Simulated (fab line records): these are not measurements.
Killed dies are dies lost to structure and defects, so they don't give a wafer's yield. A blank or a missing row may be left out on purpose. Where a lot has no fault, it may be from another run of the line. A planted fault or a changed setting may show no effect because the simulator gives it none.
Which tool was responsible? ; flow gf180mcu ; 24 lots, 72 wafers sampled, at 3 steps of a route of 602

WHAT EACH GAUGE READ, for each wafer
GF_SALICIDE_RS_MEAS_04: measurement is done with a four-point probe. Usual: SALICIDE_TIN_RS gives 16.38 ohm/sq (standard deviation 0.29).
lot;measured;on;SALICIDE_TIN_RS (ohm/sq);flag
L074;day 15 02:11;film-metro-02;16.41 16.56 16.63;
L075;day 15 18:21;film-metro-02;16.58 16.18 16.38;
L076;day 16 10:32;film-metro-01;16.18 15.98 16.10;
L077;day 16 11:46;film-metro-02;16.74 16.29 16.33;
L078;day 17 03:02;film-metro-01;16.56 16.31 16.41;
L079;day 17 04:40;film-metro-01;16.12 16.02 16.47;
L080;day 17 16:35;film-metro-04;16.41 16.44 16.64;
L081;day 18 03:43;film-metro-04;16.10 15.97 16.16;
L082;day 18 07:51;film-metro-02;16.56 16.69 16.43;
L083;day 18 10:16;film-metro-04;16.31 16.29 16.28;
L084;day 18 20:16;film-metro-02;16.93 16.61 16.70;
L085;day 19 05:16;film-metro-04;16.15 16.26 16.56;
L086;day 19 12:26;film-metro-01;16.22 16.59 16.43;
L087;day 19 21:44;film-metro-02;16.02 15.99 15.98;
L088;day 20 08:41;film-metro-01;16.15 16.20 16.67;
L089;day 20 11:58;film-metro-04;16.76 16.75 16.74;
L090;day 21 00:22;film-metro-01;16.67 16.79 16.74;
L091;day 21 07:17;film-metro-01;16.15 16.20 16.47;
L092;day 21 11:04;film-metro-02;16.23 16.50 16.22;
L093;day 21 16:42;film-metro-01;15.91 16.04 16.05;
L094;day 21 23:15;film-metro-02;16.05 16.09 16.11;
L095;day 22 12:14;film-metro-04;15.96 16.01 15.98;
L096;day 22 19:07;film-metro-04;16.07 15.99 16.04;
L097;day 23 07:37;film-metro-01;16.99 16.59 17.12;

GF_V4_OVL_MEAS_15. Usual: V4_OVL gives 4 nm (standard deviation 4.8).
lot;measured;on;V4_OVL (nm);flag
L074;day 24 10:03;overlay-01;6 -2 4;
L075;day 24 23:39;overlay-02;-1 2 3;
L076;day 25 15:56;overlay-01;14 10 10;
L077;day 25 16:32;overlay-01;7 6 5;
L078;day 26 08:47;overlay-01;1 2 6;
L079;day 26 10:11;overlay-02;0 0 5;
L080;day 26 17:18;overlay-02;6 0 3;
L081;day 27 05:50;overlay-01;6 0 2;
L082;day 27 09:29;overlay-01;0 3 1;
L083;day 27 11:23;overlay-01;7 5 6;
L084;day 27 16:35;overlay-02;5 3 3;
L085;day 28 02:44;overlay-01;5 0 1;
L086;day 28 08:41;overlay-02;1 3 7;
L087;day 28 13:50;overlay-02;6 3 7;
L088;day 29 01:08;overlay-02;10 6 2;
L089;day 29 04:33;overlay-02;11 8 6;
L090;day 29 12:38;overlay-02;-8 -1 2;
L091;day 29 21:12;overlay-02;3 1 5;
L092;day 29 22:09;overlay-01;12 2 0;
L093;day 30 06:09;overlay-01;-3 3 3;
L094;day 30 05:30;overlay-01;15 18 4;
L095;day 30 20:09;overlay-01;11 19 5;
L096;day 31 01:23;overlay-02;2 5 7;
L097;day 31 09:35;overlay-01;-4 -2 -3;

GF_V5_THK_MEAS_01. Usual: V5_CVD_00_THK gives 300 nm (standard deviation 3.1).
lot;measured;on;V5_CVD_00_THK (nm);flag
L074;day 26 07:19;film-metro-02;302 302 300;
L075;day 26 21:19;film-metro-03;298 296 297;
L076;day 27 11:19;film-metro-03;301 292 290;
L077;day 27 13:02;film-metro-03;298 303 300;
L078;day 28 03:56;film-metro-03;300 299 305;
L079;day 28 05:46;film-metro-04;305 295 302;
L080;day 28 11:38;film-metro-02;296 297 299;
L081;day 29 00:19;film-metro-04;302 302 301;
L082;day 29 03:55;film-metro-04;301 303 301;
L083;day 29 05:17;film-metro-02;303 296 298;
L084;day 29 09:45;film-metro-04;302 303 304;
L085;day 29 20:34;film-metro-02;307 302 298;
L086;day 30 02:06;film-metro-03;300 298 300;
L087;day 30 07:22;film-metro-04;300 304 301;
L088;day 30 17:58;film-metro-03;299 302 302;
L089;day 30 20:33;film-metro-04;301 300 298;
L090;day 31 04:50;film-metro-03;305 300 299;
L091;day 31 12:36;film-metro-04;303 299 302;
L092;day 31 13:49;film-metro-02;301 300 300;
L093;day 31 20:46;film-metro-03;305 301 307;
L094;day 31 20:26;film-metro-02;303 302 301;
L095;day 32 09:35;film-metro-02;298 303 301;
L096;day 32 14:58;film-metro-03;299 306 297;
L097;day 32 22:28;film-metro-02;302 300 302;

WHICH TOOL RAN EACH LOT (tool, then ch and the chambers of the sampled wafers, then the start)
There is no process step in the record ahead of these readings.

AS READ BY THE TOOLS THEMSELVES (means over the sampled wafers that have a number; for cases with no such wafer, the mark the record gives instead)
The record holds no such reading with a usual standard deviation.

THE ANSWER, worked out from the rows above alone
Rule: take the mean of a lot's wafers that have a number; if it is more than 3 standard deviations from the usual mean, the lot is off. A lot without any number at a reading at which 4 lots or more have one is off too. All remaining lots with rows at the step are treated as sound. After the gauges, taken in route order, come the tools' own readings; for these a lot's mean is taken, as printed above. At the first step where some lot is off, the reading lying furthest off is the one used; lots without a number count as furthest.
Nothing can be told from this: no lot is off at any reading shown.

WHAT THE SIMULATOR PUT IN
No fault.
